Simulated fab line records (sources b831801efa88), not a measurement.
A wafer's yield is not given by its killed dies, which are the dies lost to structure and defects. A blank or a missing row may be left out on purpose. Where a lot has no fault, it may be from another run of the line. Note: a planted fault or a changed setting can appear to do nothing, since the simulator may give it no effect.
Which tool was responsible? / flow gf180mcu / 21 wafers from 7 lots sampled at 2 of the route's 602 steps

== WHAT EACH GAUGE READ, for each wafer ==
GF_M3_THK_MEAS_06: measures by xrf.
lot=L444; measured=day 21 04:48; on=film metro-01; M3_ALCU_THK (nm)=443 443 443
lot=L447; measured=day 21 23:37; on=film metro-03; M3_ALCU_THK (nm)=443 440 442
lot=L449; measured=day 22 21:58; on=film metro-02; M3_ALCU_THK (nm)=454 448 447
lot=L452; measured=day 23 23:38; on=film metro-02; M3_ALCU_THK (nm)=456 451 455
lot=L455; measured=day 25 11:02; on=film metro-01; M3_ALCU_THK (nm)=444 442 439
lot=L457; measured=day 25 18:13; on=film metro-01; M3_ALCU_THK (nm)=447 449 448
lot=L465; measured=day 28 05:53; on=film metro-03; M3_ALCU_THK (nm)=448 448 446

== TOOL THAT RAN EACH LOT (tool first, then ch and the chambers of the sampled wafers, then the start) ==
lot=L444; GF_M3_SPUTTER_02=pvd sputter-02, day 21 04:35
lot=L447; GF_M3_SPUTTER_02=pvd sputter-03, day 21 23:23
lot=L449; GF_M3_SPUTTER_02=pvd sputter-02, day 22 21:45
lot=L452; GF_M3_SPUTTER_02=pvd sputter-02, day 23 23:25
lot=L455; GF_M3_SPUTTER_02=pvd sputter-02, day 25 10:50
lot=L457; GF_M3_SPUTTER_02=pvd sputter-02, day 25 18:00
lot=L465; GF_M3_SPUTTER_02=pvd sputter-02, day 28 05:40
- GF_M3_SPUTTER_02: material AlCu, target thk 450 nm, time 23.9 s.

== THE ANSWER, worked out from the rows above alone ==
Rule: usual is defined by the lots themselves. The widest of any qualifying gaps counts: lots, ordered by their means at a reading, are off when they make up no more than a third of the lots, leave a main group of 4 or more, and stand apart from it by 3 or more times the standard deviation of that group's means. If all means in a main group match to the digits the tables above print for the reading, that group is not used. Also off: a lot with no number at a reading for which 4 or more lots have one. The other lots that the step has rows for count as sound.
None of the lots is off at any reading shown; this tells nothing.

== WHAT HAD BEEN PUT IN BY THE SIMULATOR ==
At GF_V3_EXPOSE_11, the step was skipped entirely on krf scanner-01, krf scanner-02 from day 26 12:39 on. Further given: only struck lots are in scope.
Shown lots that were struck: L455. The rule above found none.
